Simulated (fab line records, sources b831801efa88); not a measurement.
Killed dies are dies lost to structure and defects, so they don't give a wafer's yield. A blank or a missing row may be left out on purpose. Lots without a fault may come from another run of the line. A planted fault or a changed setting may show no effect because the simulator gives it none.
fab line records | flow sky130
record lots=13 wafers=39 last_day=50
route steps=708 shown FIELD_ISO@26 NWELL@71 LDD_HVN@277 PAD_OPEN@708
lots that met no fault: from a run of the same line without faults
start_h: hours from the record's first day to the start of the lot's first wafer shown | wait_h: hours since the lot's step before | " the same as in the row above | L1.1+2: a row that stands for several wafers | - no value, or no start given | * or withheld: withheld | < > ~ a bound
route shown NAME@n: a module of which the file shows steps, and the number in the route of the first | usual: mean/standard deviation of fault-free wafers | same: alike in all rows | chamber/n: place in a boat | sites: the reading at each site | _std_site: their standard deviation | _edge_site: outer sites' mean less inner sites' | radius_mm: how far each site lies from the wafer's centre | mask NAME#n: copy n | behind: the tool/chamber that last shaped the wafer | hold: why the lot was held/for how many hours/how that ended | device: the transistor (n, p or np) that didn't switch | end of line: the same wafers' tests at the end of the route | a step without rows: its recipe alone | killed: dies lost to structure and defects at the first sort, not the wafer's yield | map: a wafer's dies, x killed, . not, _ none there
set.NAME: the setting as run; set.NAME@STEP: as run at that earlier step | model.NAME: the simulator's own value behind a step, which no gauge read
steps of the route over a sample of lots; a table a step, a row a wafer
services: from which hour (start_h, from the record's first day; less than 0 if before it) a tool's chamber was out of use, for how many hours, and why
## steps
# step SKY_FIELD_ISO_THK_MEAS_25
# recipe reads=SiO2_of_FIELD_ISO_CVD_24
# usual FIELD_ISO_CVD_24_THK=592/5.5
# columns lot.wafer tool chamber start_h wait_h FIELD_ISO_CVD_24_THK[nm]
L392.2 film_metro-01 - 36.11 0.0 587
L392.3 " - " " 600
L392.6 " - " " 601
L394.2 film_metro-02 - 48.61 0.0 590
L394.3 " - " " 592
L394.5 " - " " 586
L395.1 film_metro-01 - 54.07 0.0 589
L395.4 " - " " 588
L395.6 " - " " 589
L396.2 film_metro-02 - 58.85 0.0 593
L396.4 " - " " 598
L396.6 " - " " 597
L397.3 film_metro-04 - 62.96 0.1 597
L397.4 " - " " 600
L397.5 " - " " 595
L398.1 film_metro-02 - 68.74 0.0 590
L398.2 " - " " 595
L398.3 " - " " 599
L400.4 film_metro-01 - 78.78 0.0 591
L400.5 " - " " 594
L400.6 " - " " 581
L406.1 film_metro-01 - 110.32 0.0 580
L406.2 " - " " 590
L406.4 " - " " 594
L407.2 film_metro-04 - 114.72 0.0 588
L407.3 " - " " 589
L407.5 " - " " 592
L410.2 film_metro-04 - 131.81 0.0 589
L410.3 " - " " 593
L410.4 " - " " 594
L411.1 film_metro-01 - 135.61 0.0 593
L411.3 " - " " 593
L411.5 " - " " 589
L412.3 film_metro-02 - 139.45 0.1 590
L412.4 " - " " 588
L412.5 " - " " 591
L414.1 film_metro-02 - 152.36 0.0 592
L414.3 " - " " 596
L414.4 " - " " 595
# step SKY_NWELL_COAT_18
# recipe spin_rpm=2000 resist_thk_nm=3000
# usual chill_plate_temp_C=22.99/0.085 dispense_pressure_kPa=53/4.2
# columns lot.wafer tool chamber start_h wait_h chill_plate_temp_C dispense_pressure_kPa
L392.2 litho_track-02 0 97.96 0.1 22.99 54
L392.3 " 0 " " 23.04 54
L392.6 " 0 " " 23.04 54
L394.2 litho_track-02 0 114.21 0.1 23.08 54
L394.3 " 0 " " 23.07 54
L394.5 " 0 " " 22.92 54
L395.1 litho_track-02 0 119.94 0.1 23.04 54
L395.4 " 0 " " 23.00 54
L395.6 " 0 " " 23.07 54
L396.2 litho_track-04 - 124.85 0.1 - -
L396.4 " - " " - -
L396.6 " - " " - -
L397.3 litho_track-04 - 131.43 0.1 - -
L397.4 " - " " - -
L397.5 " - " " - -
L398.1 litho_track-04 0 136.53 0.1 23.05 48
L398.2 " 0 " " 23.07 48
L398.3 " 0 " " 23.09 48
L400.4 litho_track-03 0 147.00 0.1 22.93 58
L400.5 " 0 " " 22.85 58
L400.6 " 0 " " 22.81 58
L406.1 litho_track-03 0 182.97 0.1 22.98 58
L406.2 " 0 " " 22.95 58
L406.4 " 0 " " 23.00 58
L407.2 litho_track-04 0 187.25 0.1 23.05 48
L407.3 " 0 " " 23.17 48
L407.5 " 0 " " 22.99 48
L410.2 litho_track-04 0 208.90 0.1 23.10 48
L410.3 " 0 " " 22.97 48
L410.4 " 0 " " 22.92 48
L411.1 litho_track-02 0 214.04 0.1 23.07 54
L411.3 " 0 " " 23.02 54
L411.5 " 0 " " 23.03 54
L412.3 litho_track-03 0 219.82 0.1 22.92 58
L412.4 " 0 " " 23.02 58
L412.5 " 0 " " 23.10 58
L414.1 litho_track-03 0 231.62 0.1 23.06 58
L414.3 " 0 " " 22.91 58
L414.4 " 0 " " 23.12 58
# step SKY_NWELL_OVL_MEAS_23
# usual NWELL_01_OVL=-0.8/1.3
# columns lot.wafer tool chamber start_h wait_h NWELL_01_OVL[nm]
L392.2 overlay-02 - 107.38 - 0.8
L392.3 " - " " -1.1
L392.6 " - " " -1.4
L394.2 overlay-02 - 123.28 - -1.8
L394.3 " - " " -1.2
L394.5 " - " " 0.2
L395.1 overlay-02 - 129.63 - 0.7
L395.4 " - " " 0.4
L395.6 " - " " -0.4
L396.2 overlay-02 - 134.34 - -
L396.4 " - " " -
L396.6 " - " " -
L397.3 overlay-02 - 141.23 - -
L397.4 " - " " -
L397.5 " - " " -
L398.1 overlay-01 - 146.62 - -0.4
L398.2 " - " " 0.0
L398.3 " - " " -0.4
L400.4 overlay-02 - 156.69 - -3.2
L400.5 " - " " -1.5
L400.6 " - " " -4.2
L406.1 overlay-01 - 193.79 - -0.4
L406.2 " - " " -0.6
L406.4 " - " " -0.7
L407.2 overlay-01 - 198.24 - -2.1
L407.3 " - " " -1.3
L407.5 " - " " -2.2
L410.2 overlay-01 - 221.53 - -2.1
L410.3 " - " " 0.8
L410.4 " - " " -1.8
L411.1 overlay-02 - 225.28 - -0.7
L411.3 " - " " -1.0
L411.5 " - " " -0.1
L412.3 overlay-02 - 230.85 - -2.9
L412.4 " - " " -1.3
L412.5 " - " " -1.5
L414.1 overlay-01 - 244.02 - -1.8
L414.3 " - " " -0.9
L414.4 " - " " -1.2
# step SKY_NWELL_STRIP_25
# recipe chemistry=O2/N2 power_w=1400 pressure_mtorr=1500 platen_temp_c=withheld o2_flow_sccm=3000 n2_flow_sccm=300 overash_fraction=0.5
# usual drypump_motor_current_A=5.9/0.4 oes_product_au=0.723/0.0048 strip_time_to_endpoint_s=36.93/0.094
# columns lot.wafer tool chamber start_h wait_h drypump_motor_current_A oes_product_au rf_hours_counter_h strip_time_to_endpoint_s
L392.2 plasma_asher-02 1 107.56 0.1 5.7 0.723 29 36.92
L392.3 " 0 " " 6.4 0.721 - 36.98
L392.6 " 0 " " 6.4 0.714 - 36.89
L394.2 plasma_asher-03 0 123.46 0.1 6.3 0.722 45 36.97
L394.3 " 1 " " 5.4 0.726 - 36.90
L394.5 " 0 " " 6.3 0.728 - 36.97
L395.1 plasma_asher-02 0 129.81 0.1 6.5 0.732 31 37.00
L395.4 " 1 " " 5.8 0.724 - 36.81
L395.6 " 1 " " 5.7 0.716 - 37.01
L396.2 plasma_asher-03 0 134.52 0.1 6.2 - 46 -
L396.4 " 0 " " 6.3 - - -
L396.6 " 0 " " 6.3 - - -
L397.3 plasma_asher-03 0 141.44 0.1 6.3 - - -
L397.4 " 1 " " 5.4 - - -
L397.5 " 0 " " 6.3 - - -
L398.1 plasma_asher-03 1 146.81 0.1 5.4 0.715 47 36.91
L398.2 " 0 " " 6.3 0.724 47 36.99
L398.3 " 1 " " 5.4 0.722 - 37.07
L400.4 plasma_asher-02 0 156.89 0.1 6.4 0.725 - 37.02
L400.5 " 0 " " 6.4 0.727 - 36.98
L400.6 " 1 " " 5.8 0.729 - 36.92
L406.1 plasma_asher-02 1 193.97 0.1 5.7 0.720 36 36.97
L406.2 " 0 " " 6.4 0.713 36 36.87
L406.4 " 1 " " 5.8 0.721 - 36.83
L407.2 plasma_asher-03 1 198.42 0.1 5.4 0.729 52 37.02
L407.3 " 0 " " 6.3 0.719 - 36.90
L407.5 " 0 " " 6.3 0.729 - 36.89
L410.2 plasma_asher-03 0 221.71 0.1 6.2 0.721 54 36.83
L410.3 " 1 " " 5.4 0.722 - 36.75
L410.4 " 0 " " 6.3 0.724 - 36.82
L411.1 plasma_asher-03 0 225.46 0.1 6.3 0.720 55 36.90
L411.3 " 0 " " 6.3 0.723 - 36.91
L411.5 " 0 " " 6.3 0.726 - 37.02
L412.3 plasma_asher-04 0 231.05 0.1 5.4 0.721 - 36.84
L412.4 " 1 " " 5.8 0.714 - 36.86
L412.5 " 0 " " 5.5 0.726 - 36.85
L414.1 plasma_asher-03 1 244.21 0.1 5.4 0.735 56 36.81
L414.3 " 1 " " 5.4 0.716 - 36.78
L414.4 " 0 " " 6.3 0.724 - 36.77
# step SKY_LDD_HVN_TW_MEAS_10
# usual LDD_HVN_TW=1441/9.9
# columns lot.wafer tool chamber start_h wait_h LDD_HVN_TW
L392.2 film_metro-04 - 464.77 0.1 1426
L392.3 " - " " 1432
L392.6 " - " " 1429
L394.2 film_metro-04 - 497.11 0.1 1426
L394.3 " - " " 1434
L394.5 " - " " 1427
L395.1 film_metro-04 - 507.01 0.1 1424
L395.4 " - " " 1432
L395.6 " - " " 1432
L396.2 film_metro-04 - 510.71 0.1 1434
L396.4 " - " " 1424
L396.6 " - " " 1433
L397.3 film_metro-04 - 526.63 0.1 1434
L397.4 " - " " 1426
L397.5 " - " " 1437
L398.1 film_metro-03 - 532.00 0.1 1449
L398.2 " - " " 1447
L398.3 " - " " 1446
L400.4 film_metro-03 - 545.69 0.1 1441
L400.5 " - " " 1447
L400.6 " - " " 1439
L406.1 film_metro-01 - 597.21 0.1 1453
L406.2 " - " " 1454
L406.4 " - " " 1453
L407.2 film_metro-01 - 599.61 0.1 1454
L407.3 " - " " 1456
L407.5 " - " " 1447
L410.2 film_metro-03 - 631.61 0.1 1448
L410.3 " - " " 1450
L410.4 " - " " 1447
L411.1 film_metro-03 - 637.00 0.1 1455
L411.3 " - " " 1456
L411.5 " - " " 1451
L412.3 film_metro-01 - 644.08 0.1 1447
L412.4 " - " " 1438
L412.5 " - " " 1443
L414.1 film_metro-03 - 658.65 0.1 1446
L414.3 " - " " 1456
L414.4 " - " " 1447
# step SKY_PAD_OPEN_PROBE_99
# usual killed_at_M0_to_M3=44/7 killed_at_M4_up=3.0/1.8 killed_at_contacts=24/4.9 killed_at_front_end=15/5 killed_at_other=0.2/0.53 killed_dies=87/8.7 killed_on_rim=17/4 killed_open=48/6.8 killed_short=39/5.7
# same gross_dies=492 killed_at_back_side=0
# columns lot.wafer tool chamber start_h wait_h killed_at_M0_to_M3 killed_at_M4_up killed_at_contacts killed_at_front_end killed_at_other killed_dies killed_on_rim killed_open killed_short
L396.2 prober-02 - 1107.02 0.1 39 2 27 424 0 492 96 41 39
L396.4 prober-02 - 1107.12 0.2 47 3 16 426 0 492 96 41 33
L396.6 prober-02 - 1107.22 0.2 37 1 24 430 0 492 96 60 34
L397.3 prober-01 - 1117.50 0.2 33 4 23 432 0 492 96 47 29
L397.4 prober-01 - 1117.55 0.2 42 1 35 414 0 492 96 48 39
L397.5 prober-01 - 1117.60 0.2 37 4 30 421 0 492 96 45 39
# killed by level:class
L396.2 NWELL:area_expose=412 VIA1:geometric_particle:open=10 CONTACT:geometric_particle:short=9 CONTACT:geometric_particle:open=6 VIA2:geometric_particle:open=5 VIA3:geometric_particle:open=5 POLY_GATE:geometric_particle:open=4 POLY_GATE:geometric_particle:short=4
L396.4 NWELL:area_expose=418 VIA2:geometric_particle:open=10 VIA1:geometric_particle:open=9 VIA1:geometric_particle:short=8 CONTACT:geometric_particle:open=7 METAL1:geometric_particle:short=6 VIA3:geometric_particle:open=5 LI_CONTACT:geometric_particle:open=4
L396.6 NWELL:area_expose=398 VIA1:geometric_particle:open=12 VIA2:geometric_particle:open=9 POLY_GATE:geometric_particle:open=8 LI_CONTACT:geometric_particle:open=7 FIELD_ISO:geometric_particle:short=5 FIELD_ISO:geometric_particle:open=5 POLY_GATE:geometric_particle:short=5
L397.3 NWELL:area_expose=416 LI_CONTACT:geometric_particle:open=10 LI_CONTACT:geometric_particle:short=6 VIA1:geometric_particle:open=6 FIELD_ISO:geometric_particle:open=5 POLY_GATE:geometric_particle:open=5 CONTACT:geometric_particle:open=5 VIA1:geometric_particle:short=5
L397.4 NWELL:area_expose=405 LI_CONTACT:geometric_particle:open=10 CONTACT:geometric_particle:open=10 VIA1:geometric_particle:open=10 CONTACT:geometric_particle:short=7 VIA2:geometric_particle:open=6 METAL1:geometric_particle:short=5 METAL2:geometric_particle:short=5
L397.5 NWELL:area_expose=408 CONTACT:geometric_particle:open=10 VIA1:geometric_particle:open=10 LI_CONTACT:geometric_particle:open=9 METAL2:geometric_particle:short=7 LI_CONTACT:geometric_particle:short=5 VIA1:geometric_particle:short=5 POLY_GATE:geometric_particle:open=4
## services
# columns tool chamber start_h hours kind
plasma_asher-02 - 172.60 19.1 repair
plasma_asher-02 - 186.30 5.3 repair
## key
first_sign step=SKY_NWELL_COAT_18 reading=tool_record direction=missing
effect step=SKY_NWELL_OVL_MEAS_23 reading=NWELL_01_OVL direction=missing
effect step=SKY_PAD_OPEN_PROBE_99 reading=killed_at_front_end direction=up sigmas=82 usual=15 struck=424
more_kills_born_at SKY_NWELL_EXPOSE_20@iline_stepper-01=2457
met_at SKY_NWELL_COAT_18
struck_lots L396,L397
tester_left_out L396,L397
not_acting_at SKY_FIELD_ISO_THK_MEAS_25,SKY_NWELL_STRIP_25,SKY_LDD_HVN_TW_MEAS_10
fault kind=skipped_step_whole tool=litho_track-04 chamber=- onset_h=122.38 steps=SKY_NWELL_COAT_18 scope=struck_lots_only
# tester_left_out: of these lots the tester's yield and bins aren't shown, on N5 and GAA mostly nor the transistor test; their killed dies are dies lost to structure and defects alone, not to doping, threshold or leakage, so they don't give the yield
